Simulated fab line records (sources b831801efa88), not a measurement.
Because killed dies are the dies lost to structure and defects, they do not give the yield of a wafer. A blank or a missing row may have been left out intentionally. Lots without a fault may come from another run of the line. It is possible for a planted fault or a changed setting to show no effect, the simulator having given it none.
fab line records | flow sky130
record: lots: 5 | wafers: 15 | last-day: 50
route steps=708 shown NWELL@77 PWDE@84 VT_ADJUST_HVTP@85 PAD_OPEN@708
lots untouched by any fault: they come from a run of this same line in which no faults occurred
start-h: hours from the record's opening day to when the first of the lot's shown wafers began | wait-h: hours since the lot's step before | " as in the row above | L1.1+2: several wafers, shown together as one row | - no value, or no start was given | * or withheld: withheld | < > ~ a bound
route shown NAME@n: NAME is a module with steps in the file, n the number in the route of the first one | usual: mean/standard deviation of fault-free wafers | same: alike in all rows | chamber/n: place in a boat | sites: each site's reading | _std_site: their standard deviation | _edge_site: mean of outer sites minus mean of inner sites | radius-mm: for every site, how far away it sits from the centre of the wafer | mask NAME#n: copy n | behind: the tool/chamber that last shaped the wafer | hold: reason for holding the lot/hours on hold/outcome of the hold | device: the n, p or np transistor that did not switch | end of line: the route-end tests of the same wafers | a step given without rows: its recipe and nothing more | killed: dies lost to structure and defects at the first sort, not the wafer's yield | map: a wafer's dies, marking killed ones x, the rest . and places with no die _
set.NAME: the run value of the setting; set.NAME@STEP: its run value at that earlier step | model.NAME: the simulator's own value behind a step, which no gauge read
certain route steps with their lots: each step a table, each wafer a row
services: when a tool's chamber went out of use (start-h, in hours from the record's first day, below 0 if earlier), for how many hours, and the reason
== steps ==
step: SKY_NWELL_IMPLANT_24
recipe: species: B | energy-kev: 140 | dose-cm2: 9.2e+12 | tilt-deg: withheld
step: SKY_NWELL_STRIP_25
recipe: chemistry: O2/N2 | power-w: 1400 | pressure-mtorr: 1500 | platen-temp-c: withheld | o2-flow-sccm: 3000 | n2-flow-sccm: 300 | overash-fraction: 0.5
usual: drypump-motor-current-A: 5.4/0.45 | oes-product-au: 0.722/0.0052 | strip-time-to-endpoint-s: 36.84/0.11
lot.wafer | tool            | chamber | start-h | wait-h | drypump-motor-current-A | oes-product-au | rf-hours-counter-h | strip-time-to-endpoint-s
L374.3    | plasma-asher-03 | 1       | 109.71  | 0.1    | 6.4                     | 0.728          | -                  | 36.78
L374.5    | "               | 1       | "       | "      | 6.4                     | 0.725          | -                  | 36.83
L374.6    | "               | 0       | "       | "      | 5.5                     | 0.722          | -                  | 36.74
L376.2    | plasma-asher-03 | 1       | 120.13  | 0.1    | 6.4                     | 0.715          | 31                 | 36.84
L376.3    | "               | 1       | "       | "      | 6.3                     | 0.727          | -                  | 36.80
L376.4    | "               | 0       | "       | "      | 5.5                     | 0.726          | -                  | 36.89
L385.3    | plasma-asher-02 | 0       | 175.66  | 0.1    | 5.1                     | 0.725          | -                  | 36.64
L385.5    | "               | 0       | "       | "      | 5.1                     | 0.718          | -                  | 36.74
L385.6    | "               | 1       | "       | "      | 5.0                     | 0.727          | -                  | 36.74
L394.1    | plasma-asher-02 | 1       | 232.28  | 0.1    | 5.0                     | 0.721          | 57                 | 36.81
L394.4    | "               | 0       | "       | "      | 5.1                     | 0.719          | -                  | 36.80
L394.5    | "               | 1       | "       | "      | 5.0                     | 0.726          | -                  | 36.81
L395.1    | plasma-asher-02 | 1       | 236.08  | 0.1    | 5.0                     | 0.729          | 57                 | 36.84
L395.4    | "               | 0       | "       | "      | 5.1                     | 0.728          | -                  | 36.71
L395.5    | "               | 0       | "       | "      | 5.1                     | 0.717          | -                  | 36.66
step: SKY_NWELL_TW_MEAS_26
usual: NWELL_2_TW: 493.3/2.9
lot.wafer | tool          | chamber | start-h | wait-h | NWELL_2_TW
L374.3    | film-metro-01 | -       | 109.80  | 0.1    | 492.1
L374.5    | "             | -       | "       | "      | 493.3
L374.6    | "             | -       | "       | "      | 493.6
L376.2    | film-metro-01 | -       | 120.24  | 0.1    | 489.9
L376.3    | "             | -       | "       | "      | 491.2
L376.4    | "             | -       | "       | "      | 489.5
L385.3    | film-metro-03 | -       | 175.75  | 0.1    | 497.6
L385.5    | "             | -       | "       | "      | 495.4
L385.6    | "             | -       | "       | "      | 495.3
L394.1    | film-metro-01 | -       | 232.38  | 0.1    | 495.6
L394.4    | "             | -       | "       | "      | 493.5
L394.5    | "             | -       | "       | "      | 492.6
L395.1    | film-metro-02 | -       | 236.18  | 0.1    | 489.6
L395.4    | "             | -       | "       | "      | 494.3
L395.5    | "             | -       | "       | "      | 491.6
step: SKY_NWELL_CLEAN_27
recipe: chemistry: SC1/SC2 | mix: 1:4:20 | temp-c: 70 | time-s: 150 | dry: n2-spin
step: SKY_NWELL_RTA_28
recipe: temp-c: 1050 | time-s: 30 | idle-temp-c: 650 | ramp-up-c-per-s: 150 | ramp-down-c-per-s: 90 | ambient: N2
usual: lamp-power-pct: 25.31/0.057 | wafer_temp_C_max: 1054.8/0.96
lot.wafer | tool          | chamber | start-h | wait-h | lamp-power-pct | wafer_temp_C_max
L374.3    | rtp-anneal-02 | 0       | 109.93  | 0.0    | 25.35          | 1053.0
L374.5    | "             | 0       | "       | "      | 25.27          | 1056.5
L374.6    | "             | 0       | "       | "      | 25.25          | 1054.3
L376.2    | rtp-anneal-02 | 0       | 120.36  | 0.0    | 25.34          | 1055.2
L376.3    | "             | 0       | "       | "      | 25.37          | 1053.4
L376.4    | "             | 0       | "       | "      | 25.34          | 1056.2
L385.3    | rtp-anneal-02 | 0       | 175.88  | 0.0    | 25.34          | 1054.9
L385.5    | "             | 0       | "       | "      | 25.32          | 1055.2
L385.6    | "             | 0       | "       | "      | 25.28          | 1055.2
L394.1    | rtp-anneal-02 | 0       | 232.49  | 0.0    | 25.39          | 1054.4
L394.4    | "             | 0       | "       | "      | 25.22          | 1054.2
L394.5    | "             | 0       | "       | "      | 25.42          | 1054.1
L395.1    | rtp-anneal-01 | 0       | 236.29  | 0.0    | 25.34          | 1054.6
L395.4    | "             | 0       | "       | "      | 25.45          | 1054.3
L395.5    | "             | 0       | "       | "      | 25.24          | 1055.6
step: SKY_NWELL_RS_MEAS_29
recipe: thk-meas-gauge: four-point-probe
usual: NWELL_RS: 624.5/1.3
lot.wafer | tool          | chamber | start-h | wait-h | NWELL_RS[ohm/sq]
L374.3    | film-metro-02 | -       | 110.03  | 0.1    | 626.0
L374.5    | "             | -       | "       | "      | 626.1
L374.6    | "             | -       | "       | "      | 626.0
L376.2    | film-metro-02 | -       | 120.46  | 0.1    | 624.9
L376.3    | "             | -       | "       | "      | 625.4
L376.4    | "             | -       | "       | "      | 625.3
L385.3    | film-metro-03 | -       | 175.98  | 0.1    | 624.9
L385.5    | "             | -       | "       | "      | 624.0
L385.6    | "             | -       | "       | "      | 624.1
L394.1    | film-metro-03 | -       | 232.59  | 0.1    | 626.4
L394.4    | "             | -       | "       | "      | 627.8
L394.5    | "             | -       | "       | "      | 627.5
L395.1    | film-metro-01 | -       | 236.39  | 0.1    | 624.6
L395.4    | "             | -       | "       | "      | 623.5
L395.5    | "             | -       | "       | "      | 623.8
step: SKY_NWELL_RS_MEAS_31
recipe: thk-meas-gauge: four-point-probe
usual: PWDE_RS: 5271/16
lot.wafer | tool          | chamber | start-h | wait-h | PWDE_RS[ohm/sq]
L374.3    | film-metro-02 | -       | 110.27  | 0.1    | 5261
L374.5    | "             | -       | "       | "      | 5256
L374.6    | "             | -       | "       | "      | 5252
L376.2    | film-metro-02 | -       | 120.70  | 0.1    | 5292
L376.3    | "             | -       | "       | "      | 5280
L376.4    | "             | -       | "       | "      | 5276
L385.3    | film-metro-03 | -       | 176.22  | 0.1    | 5258
L385.5    | "             | -       | "       | "      | 5250
L385.6    | "             | -       | "       | "      | 5245
L394.1    | film-metro-03 | -       | 232.83  | 0.1    | 5310
L394.4    | "             | -       | "       | "      | 5302
L394.5    | "             | -       | "       | "      | 5287
L395.1    | film-metro-01 | -       | 236.63  | 0.1    | 5292
L395.4    | "             | -       | "       | "      | 5267
L395.5    | "             | -       | "       | "      | 5263
step: SKY_VT_ADJUST_HVTP_DEHYDRATE_00
recipe: temp-c: 200 | time-s: 60
step: SKY_VT_ADJUST_HVTP_HMDS_01
recipe: prime-time-s: 60 | prime-temp-c: 120
step: SKY_VT_ADJUST_HVTP_COAT_02
recipe: resist: NOVOLAK | spin-rpm: 3000 | resist-thk-nm: 1140
step: SKY_VT_ADJUST_HVTP_SOFTBAKE_03
recipe: temp-c: 90 | time-s: 60 | resist: NOVOLAK
step: SKY_VT_ADJUST_HVTP_EXPOSE_04
recipe: mask-id: HVTPM | na: 0.6 | source-shape: conventional | sigma-outer: 0.6 | polarization: unpolarized | target-cd-nm: 380 | dose-mj: 140
lot.wafer  | tool             | chamber | start-h | wait-h | mask
L374.3+5+6 | iline-stepper-01 | 0       | 119.38  | -      | HVTPM#0
L376.2+3+4 | iline-stepper-01 | 0       | 129.71  | -      | HVTPM#0
L385.3+5+6 | iline-stepper-01 | 0       | 186.06  | -      | NWM_COMPLEMENT_LESS_NATIVE#0
L394.1+4+5 | iline-stepper-01 | 0       | 244.72  | -      | HVTPM#0
L395.1+4+5 | iline-stepper-02 | 0       | 249.02  | -      | HVTPM#0
step: SKY_VT_ADJUST_HVTP_PEB_05
recipe: temp-c: withheld | time-s: * | resist: NOVOLAK
step: SKY_VT_ADJUST_HVTP_DEVELOP_06
recipe: resist: NOVOLAK | developer: TMAH | develop-time-s: 60 | dev-temp-c: 23
step: SKY_VT_ADJUST_HVTP_CD_MEAS_07
recipe: target-cd-nm: 380
usual: cd-nm: 380.6/2.4
lot.wafer | tool      | chamber | start-h | wait-h | cd-nm
L374.3    | cd-sem-02 | -       | 128.18  | 0.1    | 379.9
L374.5    | "         | -       | "       | "      | 380.5
L374.6    | "         | -       | "       | "      | 382.5
L376.2    | cd-sem-02 | -       | 138.46  | 0.1    | 381.4
L376.3    | "         | -       | "       | "      | 381.4
L376.4    | "         | -       | "       | "      | 379.7
L385.3    | cd-sem-02 | -       | 196.11  | 0.1    | -
L385.5    | "         | -       | "       | "      | -
L385.6    | "         | -       | "       | "      | -
L394.1    | cd-sem-02 | -       | 256.07  | 0.1    | 380.7
L394.4    | "         | -       | "       | "      | 380.2
L394.5    | "         | -       | "       | "      | 380.3
L395.1    | cd-sem-01 | -       | 260.57  | 0.1    | 385.4
L395.4    | "         | -       | "       | "      | 383.4
L395.5    | "         | -       | "       | "      | 383.0
step: SKY_VT_ADJUST_HVTP_OVL_MEAS_08
usual: VT_ADJUST_HVTP_OVL: -0.3/1.5
lot.wafer | tool       | chamber | start-h | wait-h | VT_ADJUST_HVTP_OVL[nm]
L374.3    | overlay-02 | -       | 128.27  | 0.1    | 1.2
L374.5    | "          | -       | "       | "      | 2.8
L374.6    | "          | -       | "       | "      | 1.1
L376.2    | overlay-02 | -       | 138.57  | 0.1    | 1.1
L376.3    | "          | -       | "       | "      | 0.1
L376.4    | "          | -       | "       | "      | -0.6
L385.3    | overlay-01 | -       | 196.21  | 0.1    | -
L385.5    | "          | -       | "       | "      | -
L385.6    | "          | -       | "       | "      | -
L394.1    | overlay-01 | -       | 256.19  | 0.1    | -1.3
L394.4    | "          | -       | "       | "      | 0.4
L394.5    | "          | -       | "       | "      | 0.4
L395.1    | overlay-02 | -       | 260.69  | 0.1    | -3.2
L395.4    | "          | -       | "       | "      | -0.7
L395.5    | "          | -       | "       | "      | -2.8
step: SKY_VT_ADJUST_HVTP_IMPLANT_09
recipe: species: As | energy-kev: 150 | dose-cm2: 4.3e+12 | tilt-deg: withheld
step: SKY_VT_ADJUST_HVTP_STRIP_10
recipe: chemistry: O2/N2 | power-w: 1400 | pressure-mtorr: 1500 | platen-temp-c: withheld | o2-flow-sccm: 3000 | n2-flow-sccm: 300 | overash-fraction: 0.5
usual: drypump-motor-current-A: 5.7/0.3 | oes-product-au: 0.717/0.0047 | strip-time-to-endpoint-s: 14.17/0.041
lot.wafer | tool            | chamber | start-h | wait-h | drypump-motor-current-A | oes-product-au | rf-hours-counter-h | strip-time-to-endpoint-s
L374.3    | plasma-asher-03 | 0       | 128.48  | 0.1    | 5.5                     | 0.720          | -                  | 14.20
L374.5    | "               | 0       | "       | "      | 5.5                     | 0.718          | -                  | 14.23
L374.6    | "               | 1       | "       | "      | 6.4                     | 0.713          | -                  | 14.16
L376.2    | plasma-asher-04 | 0       | 138.75  | 0.1    | 5.6                     | 0.722          | 2                  | 14.19
L376.3    | "               | 1       | "       | "      | 5.5                     | 0.713          | -                  | 14.20
L376.4    | "               | 0       | "       | "      | 5.5                     | 0.717          | -                  | 14.22
L385.3    | plasma-asher-03 | 0       | 196.41  | 0.1    | 5.5                     | 0.714          | -                  | 14.19
L385.5    | "               | 0       | "       | "      | 5.5                     | 0.709          | -                  | 14.16
L385.6    | "               | 1       | "       | "      | 6.4                     | 0.727          | -                  | 14.14
L394.1    | plasma-asher-04 | 1       | 256.38  | 0.1    | 5.5                     | 0.721          | 14                 | 14.11
L394.4    | "               | 1       | "       | "      | 5.5                     | 0.720          | -                  | 14.07
L394.5    | "               | 0       | "       | "      | 5.5                     | 0.714          | -                  | 14.15
L395.1    | plasma-asher-04 | 0       | 260.88  | 0.1    | 5.6                     | 0.721          | 14                 | 14.18
L395.4    | "               | 1       | "       | "      | 5.5                     | 0.718          | -                  | 14.18
L395.5    | "               | 1       | "       | "      | 5.5                     | 0.712          | -                  | 14.17
step: SKY_VT_ADJUST_HVTP_TW_MEAS_11
usual: VT_ADJUST_HVTP_TW: 1352/8.1
lot.wafer | tool          | chamber | start-h | wait-h | hold                     | VT_ADJUST_HVTP_TW
L374.3    | film-metro-01 | -       | 128.57  | 0.1    | -                        | 1340
L374.5    | "             | -       | "       | "      | -                        | 1341
L374.6    | "             | -       | "       | "      | -                        | 1343
L376.2    | film-metro-03 | -       | 138.86  | 0.1    | -                        | 1351
L376.3    | "             | -       | "       | "      | -                        | 1347
L376.4    | "             | -       | "       | "      | -                        | 1349
L385.3    | film-metro-03 | -       | 196.50  | 0.1    | await-dispo/0.2h/release | 30
L385.5    | "             | -       | "       | "      | await-dispo/0.2h/release | 30
L385.6    | "             | -       | "       | "      | await-dispo/0.2h/release | 30
L385.3    | film-metro-03 | -       | 196.73  | 0.2    | -                        | 30
L385.5    | "             | -       | "       | "      | -                        | 30
L385.6    | "             | -       | "       | "      | -                        | 30
L394.1    | film-metro-01 | -       | 256.48  | 0.1    | -                        | 1345
L394.4    | "             | -       | "       | "      | -                        | 1348
L394.5    | "             | -       | "       | "      | -                        | 1336
L395.1    | film-metro-03 | -       | 260.98  | 0.1    | -                        | 1367
L395.4    | "             | -       | "       | "      | -                        | 1352
L395.5    | "             | -       | "       | "      | -                        | 1349
step: SKY_PAD_OPEN_PROBE_99
usual: defect-limited-yield: 82.1/2 | killed_at_M0_to_M3: 44/7.8 | killed_at_M4_up: 3.1/1.7 | killed-at-contacts: 25/5.1 | killed-at-front-end: 15/4.4 | killed-at-other: 0.5/0.68 | killed-dies: 88/9.9 | killed-open: 48/6.9 | killed-short: 39/6.5 | sort_bin_3_pad_short: 0.8/0.42 | sort_bin_5_function: 10.6/1.5 | sort_bin_6_memory: 6.5/1.2 | sort-n-pass: 404/9.9 | sort-yield-pct: 82.1/2
same: gross-dies: 492 | killed-at-back-side: 0 | sort_bin_4_leakage[%]: 0 | sort_bin_8_speed[%]: 0
lot.wafer | tool      | chamber | start-h | wait-h | defect-limited-yield[%] | killed_at_M0_to_M3 | killed_at_M4_up | killed-at-contacts | killed-at-front-end | killed-at-other | killed-dies | killed-open | killed-short | sort_bin_3_pad_short[%] | sort_bin_5_function[%] | sort_bin_6_memory[%] | sort-n-pass | sort-yield-pct[%]
L374.3    | prober-01 | -       | 1081.21 | 0.2    | 80.3                    | 50                 | 8               | 26                 | 12                  | 1               | 97          | 59          | 37           | 0.8                     | 12.4                   | 6.5                  | 395         | 80.3
L374.5    | prober-01 | -       | 1081.31 | 0.2    | 84.1                    | 34                 | 6               | 28                 | 10                  | 0               | 78          | 38          | 38           | 0.6                     | 10.0                   | 5.3                  | 414         | 84.1
L374.6    | prober-01 | -       | 1081.36 | 0.2    | 76.8                    | 62                 | 4               | 26                 | 22                  | 0               | 114         | 61          | 52           | 0.2                     | 15.0                   | 7.9                  | 378         | 76.8
L376.2    | prober-01 | -       | 1090.13 | 0.1    | 81.3                    | 55                 | 1               | 28                 | 8                   | 0               | 92          | 57          | 35           | 0.6                     | 12.6                   | 5.5                  | 400         | 81.3
L376.3    | prober-01 | -       | 1090.18 | 0.2    | 81.7                    | 51                 | 5               | 25                 | 9                   | 0               | 90          | 47          | 43           | 1.0                     | 11.2                   | 6.1                  | 402         | 81.7
L376.4    | prober-01 | -       | 1090.23 | 0.2    | 83.1                    | 37                 | 0               | 35                 | 11                  | 0               | 83          | 50          | 33           | 0.8                     | 9.1                    | 6.9                  | 409         | 83.1
killed by level:class
L374.3 CONTACT:geometric-particle:open=13 VIA3:geometric-particle:open=11 VIA1:geometric-particle:open=10 VIA2:geometric-particle:open=7 METAL1:geometric-particle:short=6 METAL4:geometric-particle:short=6 LI_CONTACT:geometric-particle:open=5 POLY_GATE:geometric-particle:short=5
L374.5 LI_CONTACT:geometric-particle:open=11 VIA1:geometric-particle:short=8 CONTACT:geometric-particle:short=7 CONTACT:geometric-particle:open=6 VIA3:geometric-particle:open=6 VIA1:geometric-particle:open=4 METAL1:geometric-particle:short=4 METAL4:geometric-particle:short=4
L374.6 VIA1:geometric-particle:open=19 CONTACT:geometric-particle:open=9 VIA3:geometric-particle:open=8 FIELD_ISO:geometric-particle:short=7 VIA1:geometric-particle:short=7 METAL3:geometric-particle:short=5 LI_CONTACT:geometric-particle:open=5 CONTACT:geometric-particle:short=5
L376.2 VIA3:geometric-particle:open=12 VIA1:geometric-particle:open=11 LI_CONTACT:geometric-particle:open=10 CONTACT:geometric-particle:open=9 VIA1:geometric-particle:short=7 METAL1:geometric-particle:short=5 VIA3:geometric-particle:short=5 LI_CONTACT:geometric-particle:short=4
L376.3 VIA1:geometric-particle:open=10 VIA2:geometric-particle:open=9 LI_CONTACT:geometric-particle:open=8 CONTACT:geometric-particle:open=8 VIA1:geometric-particle:short=6 METAL2:geometric-particle:short=6 VIA2:geometric-particle:short=6 CONTACT:geometric-particle:short=5
L376.4 CONTACT:geometric-particle:open=16 LI_CONTACT:geometric-particle:open=11 VIA1:geometric-particle:open=10 VIA2:geometric-particle:open=7 FIELD_ISO:geometric-particle:short=5 POLY_GATE:geometric-particle:short=4 VIA1:geometric-particle:short=4 LI_CONTACT:geometric-particle:short=3
== services ==
tool             | chamber | start-h | hours | kind
iline-stepper-02 | -       | 97.66   | 1.7   | pm
plasma-asher-03  | -       | 98.55   | 0.9   | repair
iline-stepper-02 | 0       | 104.74  | -     | calibration
plasma-asher-04  | -       | 108.75  | 9.0   | pm
plasma-asher-04  | 0       | 108.75  | 9.0   | vent-cycle
plasma-asher-04  | 1       | 108.75  | 9.0   | vent-cycle
plasma-asher-04  | 0       | 117.75  | -     | clean
plasma-asher-04  | 1       | 117.75  | -     | clean
iline-stepper-01 | 0       | 138.77  | -     | calibration
iline-stepper-02 | -       | 156.70  | 3.8   | repair
plasma-asher-04  | -       | 166.90  | 2.8   | pm
plasma-asher-03  | -       | 176.04  | 9.6   | pm
plasma-asher-03  | -       | 249.57  | 1.1   | repair
iline-stepper-02 | -       | 254.06  | 2.2   | repair
plasma-asher-03  | -       | 256.39  | 6.4   | repair
== key ==
first-sign: step: SKY_VT_ADJUST_HVTP_EXPOSE_04 | reading: mask | direction: changed
effect: step: SKY_VT_ADJUST_HVTP_CD_MEAS_07 | reading: cd-nm | direction: missing
effect: step: SKY_VT_ADJUST_HVTP_OVL_MEAS_08 | reading: VT_ADJUST_HVTP_OVL | direction: missing
effect: step: SKY_VT_ADJUST_HVTP_TW_MEAS_11 | reading: visit | direction: added
effect: step: SKY_VT_ADJUST_HVTP_TW_MEAS_11 | reading: VT_ADJUST_HVTP_TW | direction: down | sigmas: 99+ | usual: 1352 | struck: 30
met-at SKY_VT_ADJUST_HVTP_EXPOSE_04
struck-wafers L385.3,L385.5,L385.6
scrapped-behind SKY_VT_ADJUST_HVTP_TW_MEAS_11 L385.3,L385.5,L385.6
onset-between 129.71 186.06
fault: kind: wrong-mask | tool: any | chamber: - | onset-h: 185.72 | steps: SKY_VT_ADJUST_HVTP_EXPOSE_04 | aux-copy: NWM_COMPLEMENT_LESS_NATIVE#0 | scope: struck-lots-only
